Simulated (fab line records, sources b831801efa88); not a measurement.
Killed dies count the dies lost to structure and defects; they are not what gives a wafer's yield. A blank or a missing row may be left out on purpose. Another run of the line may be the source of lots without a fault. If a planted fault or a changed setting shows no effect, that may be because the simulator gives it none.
Code-filled problem report in 8D (eight disciplines) form | flow sky130 | the parts of the form that need people (team, actions taken, sign-off) are left out

1. THE ISSUE
Across 6 wafers from 2 lots, VT_ADJUST_NCORE_OVL at SKY_VT_ADJUST_NCORE_OVL_MEAS_08 averages 134.3 nm, while fault-free wafers read -0.1 nm with a standard deviation of 1.3. That is +99 or more standard deviations from the usual mean.
First observed at day 10 14:39: wafer L631.1, on overlay-02. At this step, 39 wafers from 13 lots have a number in the record. Rule for "out" (also "out of limits"): further than 4 standard deviations from the usual mean. Any other wafer with a number is counted as sound.

2. WHAT IT IS, AND WHAT IT ISN'T
question                    | is                     | is not
which readings at this step | VT_ADJUST_NCORE_OVL    | -
which lots                  | L631, L634             | L624, L625, L636, L637, L639, L640, L641, L642, L643, L644, L645
which wafers of those lots  | all that have a number | -
read on which gauges        | overlay-02             | overlay-01
when                        | from day 10 14:39      | up to then (6 sound wafers); but 27 sound wafers of L636, L637, L639, L640, L641, L642, L643, L644, L645 came after

3. SUSPECTS, AND WHAT RULES EACH OUT
Counting: a tool at any process step up to the reading remains a suspect when it ran all the lots that are out and ran no sound lot after the first of those.
- the gauge at SKY_VT_ADJUST_NCORE_OVL_MEAS_08: kept. All the wafers that are out were read on overlay-02, and no step on other tools shows them out.
- iline_stepper-02 at SKY_VT_ADJUST_NCORE_EXPOSE_04 (exposes mask LVTN COMPLEMENT THIN, target cd 380 nm): kept. It ran every lot that is out, first L631 (day 10 03:55), and no sound lot after that.
After counting, iline_stepper-02 at SKY_VT_ADJUST_NCORE_EXPOSE_04 and overlay-02 at SKY_VT_ADJUST_NCORE_OVL_MEAS_08 remain.

4. THE CAUSE (what the simulator had put in)
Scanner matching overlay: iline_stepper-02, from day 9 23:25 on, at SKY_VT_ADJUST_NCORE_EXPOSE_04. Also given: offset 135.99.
Counting leaves 2 suspects; this tool is one of them.

5. THE CHAIN OF EFFECTS, in route order
Rows list readings where the struck wafers' mean (over those with a number) sits beyond 3 standard deviations from the usual. Only readings for which the record gives a usual standard deviation are gone through. hours: the time from each lot's start at the first step in this table that gives one to its start at this step, as a median over the lots. sigmas: the change in usual standard deviations.
hours | step                            | reading             | usual   | on struck wafers | change | sigmas
0     | SKY_VT_ADJUST_NCORE_OVL_MEAS_08 | VT_ADJUST_NCORE_OVL | -0.1 nm | 134.3            | +134.4 | +99 or more
At these later measuring or inspecting steps, every struck wafer for which the step has a row has a number for every such reading, and none has moved that far: SKY_VT_ADJUST_NCORE_TW_MEAS_11, SKY_VT_ADJUST_HVTR_TW_MEAS_11.

6. HOW IT WOULD HAVE BEEN CAUGHT EARLIER
Counted from the fault's start at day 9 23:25, it took 15 hours until the first out-of-limits reading at a measuring or inspecting step in this record, taken at day 10 14:39.
No tool reading at SKY_VT_ADJUST_NCORE_EXPOSE_04 that has a usual standard deviation in the record was out on any struck wafer, so an alarm limit of 4 standard deviations on those readings would not have fired.
Lots out: 2; of these, L634 started SKY_VT_ADJUST_NCORE_EXPOSE_04 on iline_stepper-02 after day 10 14:39. It would have been spared by a hold on the tool at that moment.
